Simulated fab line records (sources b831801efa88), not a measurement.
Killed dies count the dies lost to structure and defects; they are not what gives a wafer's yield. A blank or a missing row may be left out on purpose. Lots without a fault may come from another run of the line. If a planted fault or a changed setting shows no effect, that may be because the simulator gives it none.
A single fault, viewed from 2 desks || flow gf180mcu || what lay behind the numbers comes last; until then each desk has only its own

== FROM THE METROLOGY DESK ==
What the gauges read for every lot (on any tool): the sampled wafers with a number, averaged. Marked OUT: a lot whose mean sits more than 4 standard deviations from the usual mean, which makes it out of limits; the brackets give that distance.
Columns: A = SALICIDE_TIN_THK at GF_SALICIDE_THK_MEAS_05, usual 20.14 nm
{"lot": "L204", "first seen here": "day 15 04:05", "A": 20.38}
{"lot": "L206", "first seen here": "day 15 12:36", "A": 19.77}
{"lot": "L209", "first seen here": "day 16 22:39", "A": 20.22}
{"lot": "L210", "first seen here": "day 17 03:52", "A": 20.41}
{"lot": "L212", "first seen here": "day 18 01:15", "A": 20.20}
{"lot": "L213", "first seen here": "day 18 10:11", "A": 19.92}
{"lot": "L214", "first seen here": "day 18 20:29", "A": 20.00}
{"lot": "L216", "first seen here": "day 19 12:41", "A": 20.12}
{"lot": "L217", "first seen here": "day 19 21:53", "A": 19.88}
{"lot": "L218", "first seen here": "day 20 03:35", "A": 20.22}
{"lot": "L219", "first seen here": "day 20 11:02", "A": 20.43}
{"lot": "L221", "first seen here": "day 21 07:57", "A": 19.99}
{"lot": "L222", "first seen here": "day 22 06:38", "A": 20.20}
{"lot": "L225", "first seen here": "day 22 22:56", "A": 20.26}
This desk found nothing out of limits on any of the 14 lots.

== DESK OF THE TOOL OWNER: litho track-04 ==
The tool's own readings at GF_HV_LDD_SOFTBAKE_42 (time 60 s): means of the sampled wafers that have a number, for each lot that ran on this tool. Marked OUT: a lot whose mean sits more than 4 standard deviations from the usual mean, which makes it out of limits; the brackets give that distance.
Columns: A = heater power total W at GF_HV_LDD_SOFTBAKE_42, usual 56.60 W; B = plate temp C at GF_HV_LDD_SOFTBAKE_42, usual 90.00 C; C = resist line temp C at GF_HV_LDD_SOFTBAKE_42, usual 23.02 C
{"lot": "L206", "first seen here": "day 12 08:16", "A": 56.61, "B": 90.00, "C": 23.01}
{"lot": "L214", "first seen here": "day 15 07:01", "A": 56.64, "B": 89.97, "C": 23.01}
{"lot": "L216", "first seen here": "day 15 20:26", "A": 56.60, "B": 90.02, "C": 23.17}
{"lot": "L218", "first seen here": "day 16 11:22", "A": 56.57, "B": 89.95, "C": 22.98}
{"lot": "L219", "first seen here": "day 16 18:44", "A": 56.60, "B": 89.92, "C": 23.02}
{"lot": "L221", "first seen here": "day 17 13:01", "A": "55.85 (-18) OUT", "B": "89.10 (-8.2) OUT", "C": 23.17}
{"lot": "L222", "first seen here": "day 18 12:25", "A": "55.91 (-17) OUT", "B": "89.16 (-7.6) OUT", "C": 22.94}
Finding of this desk: L221, L222 out of limits; the first was L221 at day 17 13:01, on heater power total W at GF_HV_LDD_SOFTBAKE_42. L206, L214, L216, L218, L219: within limits.

== TAKEN TOGETHER ==
At day 17 13:01, on L221, L222, the tool owner's desk was in a position to raise an alarm.
Metrology desk: nothing out of limits seen.
The metrology desk has L221, L222 on record, within its limits.
All the named lots went through GF_HV_LDD_SOFTBAKE_42 on litho track-04.

== WHAT THE SIMULATOR HAD INSERTED ==
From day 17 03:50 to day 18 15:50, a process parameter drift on litho track-04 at GF_HV_LDD_SOFTBAKE_42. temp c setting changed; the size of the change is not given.
Shown lots that were struck: L221, L222.
Delay in hours, fault start to first out-of-limits reading, by desk: the tool owner's desk at 9.
